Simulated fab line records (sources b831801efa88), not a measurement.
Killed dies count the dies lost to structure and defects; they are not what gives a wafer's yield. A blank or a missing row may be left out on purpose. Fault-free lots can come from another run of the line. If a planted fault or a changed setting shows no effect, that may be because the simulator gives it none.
fab line records | flow sky130
[record] lots = 7 wafers = 21 lastDay = 51
route steps=708 shown CONTACT@423 METAL1@434
lots with no fault: from the same line, run without faults
startH: start of the lot's first displayed wafer, in hours after the record's first day | waitH: time in hours since the lot's previous step | " the same as in the row above | L1.1+2: a row that stands for several wafers | - no value, or no start given | * or withheld: withheld | < > ~ a bound
route shown NAME@n: NAME is a module with steps in the file, n the number in the route of the first one | usual: average and standard deviation across the fault-free wafers | same: alike in all rows | chamber/n: place in a boat | sites: each site's reading | _std_site: standard deviation of those values | _edge_site: inner sites' mean taken away from outer sites' mean | radiusMm: for every site, how far away it sits from the centre of the wafer | mask NAME#n: copy n | behind: tool/chamber where the wafer was last shaped | hold: the reason the lot was held/the length of the hold in hours/how it ended | device: whichever transistor did not switch (one of n, p or np) | end of line: the tests these same wafers got at the end of their route | a step without rows: its recipe alone | killed: dies lost to structure and defects at the first sort, not the wafer's yield | map: dies across one wafer; x = killed, . = not, _ = none there
set.NAME: setting as actually run; set.NAME@STEP: the setting as run at that earlier step | model.NAME: the simulator's own value behind a step, which no gauge read
a table for each step, a row for each wafer; lots at some steps of the route
services: from which hour (startH, from the record's first day; less than 0 if before it) a tool's chamber was out of use, for how many hours, and why
[[steps]]
[step SKY_CONTACT_ETCH_17]
[recipe] target = SiO2 chemistry = C4F8/O2/Ar stopOn = Si3N4 maskMaterial = KrF-thick sourceW = 1500 biasW = 1200 pressureMtorr = 40 c4f8FlowSccm = withheld O2_flow_sccm = 6 Ar_flow_sccm = 300 timeS = withheld targetDepthA = 3400
[step SKY_CONTACT_ETCH_18]
[recipe] target = Si3N4 chemistry = CHF3/O2 stopOn = TiN sourceW = 600 biasW = 200 pressureMtorr = 40 chf3FlowSccm = 50 O2_flow_sccm = 5 timeS = 39 targetDepthA = 750
[step SKY_CONTACT_STRIP_19]
[recipe] chemistry = O2/N2 powerW = 1400 pressureMtorr = 1500 platenTempC = withheld o2FlowSccm = 3000 n2FlowSccm = 300 overashFraction = 0.5
[usual] drypumpMotorCurrentA = 6.0/0.48 oesProductAu = 0.381/0.0047 stripTimeToEndpointS = 3.616/0.027
// columns lot.wafer tool chamber startH waitH drypumpMotorCurrentA oesProductAu rfHoursCounterH stripTimeToEndpointS
L110.2 plasmaAsher-01 1 765.11 - 6.5 0.387 66 3.577
L110.3 " 0 " " 6.4 0.380 - 3.576
L110.6 " 1 " " 6.5 0.372 - 3.568
L118.1 plasmaAsher-02 0 818.56 - 5.4 0.377 36 3.640
L118.3 " 0 " " 5.4 0.381 - 3.683
L118.5 " 0 " " 5.5 0.385 - 3.619
L119.1 plasmaAsher-02 1 827.60 - 5.4 0.390 37 3.585
L119.4 " 0 " " 5.5 0.389 - 3.644
L119.5 " 0 " " 5.4 0.376 - 3.603
L120.2 plasmaAsher-01 0 829.89 - 6.4 0.382 72 3.618
L120.3 " 1 " " 6.5 0.385 - 3.602
L120.4 " 0 " " 6.4 0.382 - 3.636
L123.2 plasmaAsher-01 0 863.69 - 6.4 0.387 76 3.630
L123.3 " 0 " " 6.4 0.381 - 3.611
L123.5 " 0 " " 6.4 0.374 - 3.611
L128.2 plasmaAsher-01 0 915.81 - 6.4 0.382 82 3.606
L128.5 " 0 " " 6.4 0.375 - 3.644
L128.6 " 1 " " 6.5 0.382 - 3.592
L131.1 plasmaAsher-04 1 920.02 - 5.6 0.382 19 3.626
L131.2 " 0 " " 5.6 0.377 19 3.640
L131.3 " 1 " " 5.6 0.384 - 3.636
[step SKY_CONTACT_STRIP_20]
[recipe] chemistry = postEtchResidueRemover timeS = 1200 tempC = 72.5
[step SKY_CONTACT_CLEAN_21]
[recipe] chemistry = IPA timeS = 180 tempC = 25
[step SKY_CONTACT_CLEAN_22]
[recipe] chemistry = O3/DIW dry = n2Spin
[step SKY_CONTACT_SPUTTER_23]
[recipe] material = TiN targetThkNm = 20 chamberPressurePa = 5 powerW = 4000 timeS = 80
[step SKY_CONTACT_CVD_24]
[recipe] material = W targetThkNm = 340 timeS = 102.12 tempC = 400 pressureTorr = 40
[usual] heaterPowerW = 805/35 susceptorTempC = 400.00/0.22
// columns lot.wafer tool chamber startH waitH heaterPowerW susceptorTempC
L110.2 cvdW-02 0 765.77 0.0 801 400.03
L110.3 " 1 " " 747 399.90
L110.6 " 0 " " 808 399.81
L118.1 cvdW-02 0 819.21 0.0 773 399.85
L118.3 " 0 " " 781 399.67
L118.5 " 1 " " 747 399.88
L119.1 cvdW-01 1 828.30 0.0 858 399.89
L119.4 " 0 " " 824 399.97
L119.5 " 1 " " 858 400.04
L120.2 cvdW-02 0 830.54 0.0 806 400.59
L120.3 " 1 " " 747 399.91
L120.4 " 0 " " 809 400.19
L123.2 cvdW-02 1 864.34 0.0 772 399.92
L123.3 " 1 " " 777 399.80
L123.5 " 1 " " 774 399.74
L128.2 cvdW-02 1 916.51 0.0 771 399.80
L128.5 " 0 " " 791 400.02
L128.6 " 1 " " 751 399.76
L131.1 cvdW-01 1 920.67 0.0 841 400.11
L131.2 " 0 " " 808 399.97
L131.3 " 1 " " 844 399.73
[step SKY_CONTACT_RS_MEAS_25]
[recipe] thkMeasGauge = four-point-probe reads = W_of_CONTACT_CVD_24+TiN_of_CONTACT_SPUTTER_23
[usual] CONTACT_W_RS = 0.335/0.0076
// columns lot.wafer tool chamber startH waitH CONTACT_W_RS[ohm/sq]
L110.2 filmMetro-03 - 765.90 0.1 0.339
L110.3 " - " " 0.321
L110.6 " - " " 0.339
L118.1 filmMetro-01 - 819.32 0.1 0.335
L118.3 " - " " 0.339
L118.5 " - " " 0.318
L119.1 filmMetro-03 - 828.41 0.1 0.340
L119.4 " - " " 0.344
L119.5 " - " " 0.343
L120.2 filmMetro-03 - 830.67 0.1 0.340
L120.3 " - " " 0.323
L120.4 " - " " 0.341
L123.2 filmMetro-03 - 864.47 0.1 0.324
L123.3 " - " " 0.322
L123.5 " - " " 0.325
L128.2 filmMetro-02 - 916.64 0.1 0.322
L128.5 " - " " 0.338
L128.6 " - " " 0.324
L131.1 filmMetro-02 - 920.78 0.1 0.343
L131.2 " - " " 0.343
L131.3 " - " " 0.341
[step SKY_CONTACT_THK_MEAS_26]
[recipe] thkMeasGauge = xrf reads = W_of_CONTACT_CVD_24
[usual] CONTACT_W_THK = 334/8
// columns lot.wafer tool chamber startH waitH CONTACT_W_THK[nm]
L110.2 filmMetro-03 - 766.01 0.1 324
L110.3 " - " " 346
L110.6 " - " " 328
L118.1 filmMetro-01 - 819.44 0.1 330
L118.3 " - " " 327
L118.5 " - " " 345
L119.1 filmMetro-03 - 828.53 0.1 325
L119.4 " - " " 321
L119.5 " - " " 324
L120.2 filmMetro-03 - 830.78 0.1 325
L120.3 " - " " 343
L120.4 " - " " 323
L123.2 filmMetro-03 - 864.58 0.1 342
L123.3 " - " " 346
L123.5 " - " " 342
L128.2 filmMetro-02 - 916.75 0.1 349
L128.5 " - " " 333
L128.6 " - " " 345
L131.1 filmMetro-02 - 920.90 0.1 330
L131.2 " - " " 328
L131.3 " - " " 330
[step SKY_CONTACT_CMP_27]
[recipe] stopOn = SiO2 tOverpolishS = 15 downForcePsi = 3.5 platenRpm = 60 targetThkNm = 0 padVelocityMS = 0.94248
[usual] motorCurrentA = 11.8/1.4 overpolishRunS = 15.000/0.0091 slurryFilterDpKPa = 13.49/0.13 timeToEndpointS = 83/4.4
// columns lot.wafer tool chamber startH waitH motorCurrentA overpolishRunS slurryFilterDpKPa timeToEndpointS
L110.2 cmp-02 1 766.06 0.0 12.0 15.000 13.47 75
L110.3 " 2 " " 12.4 14.990 13.75 81
L110.6 " 2 " " 12.8 15.010 13.54 76
L118.3 cmp-01 0 819.50 0.0 11.9 15.011 13.20 82
L118.1 " 1 " " 11.6 14.989 13.49 85
L118.5 " 1 " " 11.8 15.000 13.58 87
L119.1 cmp-01 1 828.69 0.1 11.4 15.015 13.21 83
L119.4 " 2 " " 11.3 14.989 13.57 76
L119.5 " 3 " " 14.8 14.997 13.41 79
L120.4 cmp-01 0 830.83 0.0 11.8 15.010 13.44 82
L120.3 " 1 " " 11.8 14.993 13.52 86
L120.2 " 3 " " 14.5 15.022 13.59 80
L123.3 cmp-02 3 864.73 0.1 10.6 14.985 13.45 84
L123.2 " 0 " " 9.4 14.996 13.42 82
L123.5 " 2 " " 12.5 15.006 13.52 80
L128.2 cmp-01 0 916.95 0.2 12.4 15.014 13.39 91
L128.5 " 1 " " 11.9 14.973 13.45 89
L128.6 " 2 " " 11.8 15.008 13.45 84
L131.3 cmp-01 0 921.01 0.1 12.2 15.001 13.38 84
L131.2 " 1 " " 11.6 14.997 13.42 82
L131.1 " 2 " " 12.5 15.000 13.44 79
[step SKY_METAL1_SPUTTER_00]
[recipe] material = Ti targetThkNm = 15 powerW = 3000 timeS = 10 chamberPressurePa = 0.4
[usual] cathodeDcPowerW = 3000.0/0.51 chamberPressurePa = 0.3999/0.00084 throttleValvePct = 29.5/0.9
// columns lot.wafer tool chamber startH waitH cathodeDcPowerW chamberPressurePa throttleValvePct
L110.2 pvdSputter-03 - 766.36 0.2 3001.1 0.4001 27.4
L110.3 " - " " 3000.4 0.3996 28.4
L110.6 " - " " 2999.2 0.3992 29.6
L118.1 pvdSputter-03 - 819.80 0.2 3000.0 0.3993 29.9
L118.3 " - " " 3000.2 0.4004 31.0
L118.5 " - " " 3000.0 0.4006 29.6
L119.1 pvdSputter-03 - 828.89 0.1 2999.2 0.3983 27.8
L119.4 " - " " 3000.3 0.3984 31.1
L119.5 " - " " 2999.6 0.3979 31.1
L120.2 pvdSputter-02 - 831.13 0.1 2999.7 0.4010 29.4
L120.3 " - " " 2999.7 0.3998 29.4
L120.4 " - " " 3000.8 0.4002 29.5
L123.2 pvdSputter-02 - 864.93 0.1 3000.6 0.4003 29.5
L123.3 " - " " 3000.1 0.4019 29.5
L123.5 " - " " 3001.1 0.3993 29.4
L128.2 pvdSputter-01 - 917.10 0.1 2999.8 0.3990 30.7
L128.5 " - " " 3000.0 0.3992 28.4
L128.6 " - " " 3000.1 0.3999 30.1
L131.1 pvdSputter-02 - 921.26 0.1 2999.6 0.3996 29.4
L131.2 " - " " 3000.4 0.4004 29.4
L131.3 " - " " 2999.4 0.4004 29.5
[step SKY_METAL1_SPUTTER_01]
[recipe] material = TiN targetThkNm = 20 powerW = 6500 timeS = 16.7 chamberPressurePa = 0.4
[usual] cathodeDcPowerW = 6500.2/1.2 chamberPressurePa = 0.4000/0.00073 throttleValvePct = 29.5/0.93
// columns lot.wafer tool chamber startH waitH cathodeDcPowerW chamberPressurePa throttleValvePct
L110.2 pvdSputter-03 - 766.38 0.0 6499.9 0.4012 27.8
L110.3 " - " " 6502.6 0.3995 28.3
L110.6 " - " " 6503.9 0.4017 29.9
L118.1 pvdSputter-03 - 819.83 0.0 - - -
L118.3 " - " " - - -
L118.5 " - " " - - -
L119.1 pvdSputter-03 - 828.91 0.0 - - -
L119.4 " - " " - - -
L119.5 " - " " - - -
L120.2 pvdSputter-02 - 831.16 0.0 - - -
L120.3 " - " " - - -
L120.4 " - " " - - -
L123.2 pvdSputter-02 - 864.95 0.0 6500.5 0.3989 29.3
L123.3 " - " " 6501.3 0.4001 29.5
L123.5 " - " " 6501.7 0.4009 29.5
L128.2 pvdSputter-01 - 917.12 0.0 6500.5 0.4008 31.0
L128.5 " - " " 6498.9 0.3998 28.7
L128.6 " - " " 6499.6 0.3999 30.4
L131.1 pvdSputter-02 - 921.29 0.0 6500.3 0.4000 29.3
L131.2 " - " " 6503.4 0.4007 29.4
L131.3 " - " " 6502.0 0.4004 29.0
[step SKY_METAL1_SPUTTER_02]
[recipe] material = AlCu targetThkNm = 250 powerW = 10600 timeS = 13.3 chamberPressurePa = 0.4
[usual] cathodeDcPowerW = 10600/1.9 chamberPressurePa = 0.3999/0.0008 throttleValvePct = 29.5/0.91
// columns lot.wafer tool chamber startH waitH cathodeDcPowerW chamberPressurePa throttleValvePct
L110.2 pvdSputter-03 - 766.41 0.0 10600 0.4008 27.6
L110.3 " - " " 10598 0.4000 28.2
L110.6 " - " " 10602 0.4012 30.0
L118.1 pvdSputter-03 - 819.85 0.0 10600 0.4013 29.6
L118.3 " - " " 10600 0.4010 31.4
L118.5 " - " " 10602 0.3998 29.9
L119.1 pvdSputter-03 - 828.94 0.0 10601 0.3997 27.7
L119.4 " - " " 10600 0.4003 31.4
L119.5 " - " " 10599 0.4004 31.5
L120.2 pvdSputter-02 - 831.18 0.0 10598 0.4005 29.4
L120.3 " - " " 10600 0.3984 29.7
L120.4 " - " " 10601 0.4005 29.2
L123.2 pvdSputter-02 - 864.98 0.0 10603 0.3995 29.4
L123.3 " - " " 10605 0.4004 29.4
L123.5 " - " " 10597 0.3990 29.7
L128.2 pvdSputter-01 - 917.14 0.0 10601 0.4004 31.1
L128.5 " - " " 10599 0.3998 28.9
L128.6 " - " " 10598 0.4006 29.9
L131.1 pvdSputter-02 - 921.31 0.0 10598 0.3988 29.5
L131.2 " - " " 10599 0.4000 29.6
L131.3 " - " " 10600 0.3996 29.4
[[services]]
// columns tool chamber startH hours kind
cmp-01 - 744.11 4.0 pm
pvdSputter-02 - 745.00 10.9 repair
cmp-01 - 748.11 - consumableReplace:conditioner
cmp-01 - 748.11 - consumableReplace:pad
cmp-01 - 765.85 0.3 repair
plasmaAsher-01 - 769.49 1.9 repair
plasmaAsher-01 - 785.53 2.8 pm
cmp-01 - 807.95 2.5 repair
cvdW-02 - 810.75 6.9 pm
pvdSputter-01 - 815.64 29.9 repair
pvdSputter-02 - 819.87 9.2 repair
pvdSputter-02 - 825.27 1.7 repair
cmp-01 - 848.52 4.8 pm
cvdW-02 - 851.18 1.1 repair
cmp-02 - 867.86 8.9 pm
cmp-01 - 874.09 0.3 repair
cmp-02 - 881.98 0.5 repair
plasmaAsher-04 - 887.83 0.8 repair
cvdW-02 - 890.42 2.9 repair
cvdW-01 - 904.00 14.0 pm
cvdW-01 0 904.00 14.0 ventCycle
plasmaAsher-04 - 910.53 2.4 repair
cvdW-01 - 911.56 1.4 repair
cmp-02 - 912.00 4.0 pm
[[key]]
[firstSign] step = SKY_METAL1_SPUTTER_01 reading = toolRecord direction = missing
effect none on later readings
metAt SKY_METAL1_SPUTTER_01
struckWafers L118.1,L118.3,L118.5,L119.1,L119.4,L119.5,L120.2,L120.3,L120.4
laterRowsLeftOut L118.1,L118.3,L118.5,L119.1,L119.4,L119.5,L120.2,L120.3,L120.4
sortLeftOut L118.1,L118.3,L118.5,L119.1,L119.4,L119.5,L120.2,L120.3,L120.4
onsetBetween 766.38 819.83
[fault] kind = skippedStepWhole tool = pvdSputter-02,pvdSputter-03 chamber = - onsetH = 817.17 steps = SKY_METAL1_SPUTTER_01 scope = struckLotsOnly
// sortLeftOut: the simulated sort isn't trusted on such a fault, so these wafers' sort isn't shown, and their yield isn't known
// laterRowsLeftOut: the simulator's readings of these wafers behind a module that went badly wrong aren't trusted and aren't shown, but for the sort
